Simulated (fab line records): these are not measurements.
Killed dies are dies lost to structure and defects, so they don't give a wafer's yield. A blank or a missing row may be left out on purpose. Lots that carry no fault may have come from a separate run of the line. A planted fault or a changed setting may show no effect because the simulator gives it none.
Which tool is to blame? :: flow gf180mcu :: 18 wafers from 6 lots sampled at 3 of the route's 602 steps

WHAT THE GAUGES READ, wafer by wafer
GF_V4_THK_MEAS_01.
lot: L527
measured: day 24 11:44
on: film metro-02
V4_CVD_00_THK (nm): 592 595 592

lot: L529
measured: day 25 06:08
on: film metro-03
V4_CVD_00_THK (nm): 607 605 613

lot: L531
measured: day 26 05:06
on: film metro-04
V4_CVD_00_THK (nm): 596 592 599

lot: L532
measured: day 26 10:42
on: film metro-04
V4_CVD_00_THK (nm): 593 595 597

lot: L543
measured: day 29 16:35
on: film metro-03
V4_CVD_00_THK (nm): 603 603 595

lot: L546
measured: day 30 10:25
on: film metro-03
V4_CVD_00_THK (nm): 602 608 602

TOOL THAT RAN EACH LOT (tool first, then ch and the chambers of the sampled wafers, then the start)
lot: L527
GF_M2_STRIP_18: wet bench-01 ch 0, day 20 10:00
GF_M4_STRIP_17: plasma asher-02 ch 0,1, day 24 11:08

lot: L529
GF_M2_STRIP_18: wet bench-03 ch 2, day 21 04:12
GF_M4_STRIP_17: plasma asher-01 ch 0,1, day 25 05:29

lot: L531
GF_M2_STRIP_18: wet bench-03 ch 1, day 22 06:38
GF_M4_STRIP_17: plasma asher-04 ch 0,1, day 26 04:30

lot: L532
GF_M2_STRIP_18: wet bench-04 ch 3, day 22 14:44
GF_M4_STRIP_17: plasma asher-02 ch 0, day 26 10:06

lot: L543
GF_M2_STRIP_18: wet bench-01 ch 2, day 26 02:28
GF_M4_STRIP_17: plasma asher-01 ch 0,1, day 29 15:56

lot: L546
GF_M2_STRIP_18: wet bench-03 ch 1, day 26 23:43
GF_M4_STRIP_17: plasma asher-01 ch 0,1, day 30 09:41
- GF_M2_STRIP_18: strips in post etch residue remover, time 1200 s.
- GF_M4_STRIP_17: strips in O2/N2.

THE ANSWER, worked out from the rows above alone
Rule: usual is defined by the lots themselves. Put in order of their means at a reading, lots are off if they are a third of the lots or fewer, leave a main group of 4 or more, and stand apart from it by a gap of 3 or more times the standard deviation of the main group's means; of several such gaps the widest counts. A main group whose means are all the same, to the digits that the tables above print for the reading, isn't used. Also off: a lot with no number at a reading for which 4 or more lots have one. Any other lot the step has rows for is counted as sound.
Nothing can be told from this: no lot is off at any reading shown.

WHAT WAS PUT IN BY THE SIMULATOR
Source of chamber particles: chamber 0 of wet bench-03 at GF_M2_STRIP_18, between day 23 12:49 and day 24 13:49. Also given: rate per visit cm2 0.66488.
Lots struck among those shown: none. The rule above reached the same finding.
